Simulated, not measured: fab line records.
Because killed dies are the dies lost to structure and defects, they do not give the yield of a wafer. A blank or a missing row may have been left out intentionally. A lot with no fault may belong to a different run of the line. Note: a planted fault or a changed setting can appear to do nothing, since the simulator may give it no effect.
A struck lot beside a sound one | flow sky130 | 20 out of 708 route steps
Sound: these wafers, L853.1, L853.2, L853.5. Wafers struck: L863.1, L863.2, L863.6. The cause is given at the end.
Order at every step that has rows: each side's tool, ch and its chambers, its first start. Under that, the readings that differ: sound wafers | struck wafers | difference of the means | sigmas: that difference in standard deviations of wafers without a fault.
alike: words and numbers the same on both sides, and readings whose means are apart by under 2 such deviations; not compared: readings that were withheld, readings missing a value for some wafer, numbers with overlapping values and no deviation given by the record, and bounds like >300 which may hide the same value.
The two part at a step that has a row with sigmas, a row that says differs or no value, or rows on one side only. Numbers that don't overlap but have no deviation are shown without sigmas and don't part them. A reading that every wafer of one side lacks parts them only if that side has two wafers or more.

first, 6 steps without rows for these wafers: SKY_VT_ADJUST_PCH_HMDS_01 (prime time 60 s); SKY_VT_ADJUST_PCH_COAT_02 (resist thk 3000 nm); SKY_VT_ADJUST_PCH_SOFTBAKE_03; SKY_VT_ADJUST_PCH_EXPOSE_04 (exposes mask NWM, target cd 840 nm); SKY_VT_ADJUST_PCH_PEB_05; SKY_VT_ADJUST_PCH_DEVELOP_06 (develop time 60 s).
SKY_VT_ADJUST_PCH_OVL_MEAS_07:
  sound on overlay-01, day 14 15:29; struck on overlay-01, day 17 07:14
  alike: VT_ADJUST_PCH_OVL
next, for these wafers, 1 step has no rows: SKY_VT_ADJUST_PCH_IMPLANT_08.
SKY_VT_ADJUST_PCH_STRIP_09: strips in O2/N2.
  sound on plasma asher-03 ch 0,1, day 14 15:41; struck on plasma asher-01 ch 0,1, day 17 07:25
  alike: drypump motor current A, oes product au, strip time to endpoint s
  not compared: rf hours counter h
SKY_VT_ADJUST_PCH_TW_MEAS_10:
  sound on film metro-02, day 14 15:47; struck on film metro-03, day 17 07:31
  alike: VT_ADJUST_PCH_TW
then, 2 steps without rows for these wafers: SKY_SONOS_TUNNEL_DEHYDRATE_00 (time 60 s); SKY_SONOS_TUNNEL_HMDS_01 (prime time 60 s).
SKY_SONOS_TUNNEL_COAT_02: resist thk 1140 nm.
  sound on litho track-01 ch 0, day 15 04:11; struck on litho track-01 ch 0, day 17 21:14
  reading                                           | sound                | struck               | difference | sigmas
  spin speed rpm (rpm)                              | 2998.5 2998.6 2999.9 | 3349.7 3350.0 3353.8 | +352.2     | +99 or more
  model.NOVOLAK_of_SONOS_TUNNEL_COAT_02.thk nm (nm) | 1144 1142 1142       | 1082 1079 1079       | -63        |
then, 3 steps without rows for these wafers: SKY_SONOS_TUNNEL_SOFTBAKE_03 (time 60 s); SKY_SONOS_TUNNEL_EXPOSE_04 (exposes mask TUNM, target cd 410 nm); SKY_SONOS_TUNNEL_PEB_05.
SKY_SONOS_TUNNEL_DEVELOP_06: develop time 60 s.
  sound on litho track-01 ch 0, day 15 17:32; struck on litho track-01 ch 0, day 18 11:59
  reading                                           | sound          | struck         | difference | sigmas
  model.NOVOLAK_of_SONOS_TUNNEL_COAT_02.thk nm (nm) | 1144 1141 1142 | 1081 1079 1078 | -63        |
SKY_SONOS_TUNNEL_CD_MEAS_07: the cd target is 410 nm.
  sound on cd sem-02, day 15 17:41; struck on cd sem-01, day 18 12:08
  reading    | sound             | struck            | difference | sigmas
  cd nm (nm) | 412.4 413.4 412.3 | 416.7 418.2 414.6 | +3.8       | +2
SKY_SONOS_TUNNEL_OVL_MEAS_08:
  sound on overlay-02, day 15 17:49; struck on overlay-01, day 18 12:16
  alike: SONOS_TUNNEL_OVL
SKY_PAD_OPEN_PROBE_99:
  the record holds rows for the sound wafers here (prober-01, day 49 10:49) but none for the struck ones

WHERE THEY PART
Earliest at SKY_SONOS_TUNNEL_COAT_02; latest, in this record, at SKY_PAD_OPEN_PROBE_99.

WHY: the cause the simulator had injected
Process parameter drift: litho track-01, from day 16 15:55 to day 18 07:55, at SKY_SONOS_TUNNEL_COAT_02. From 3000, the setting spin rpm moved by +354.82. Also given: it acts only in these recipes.
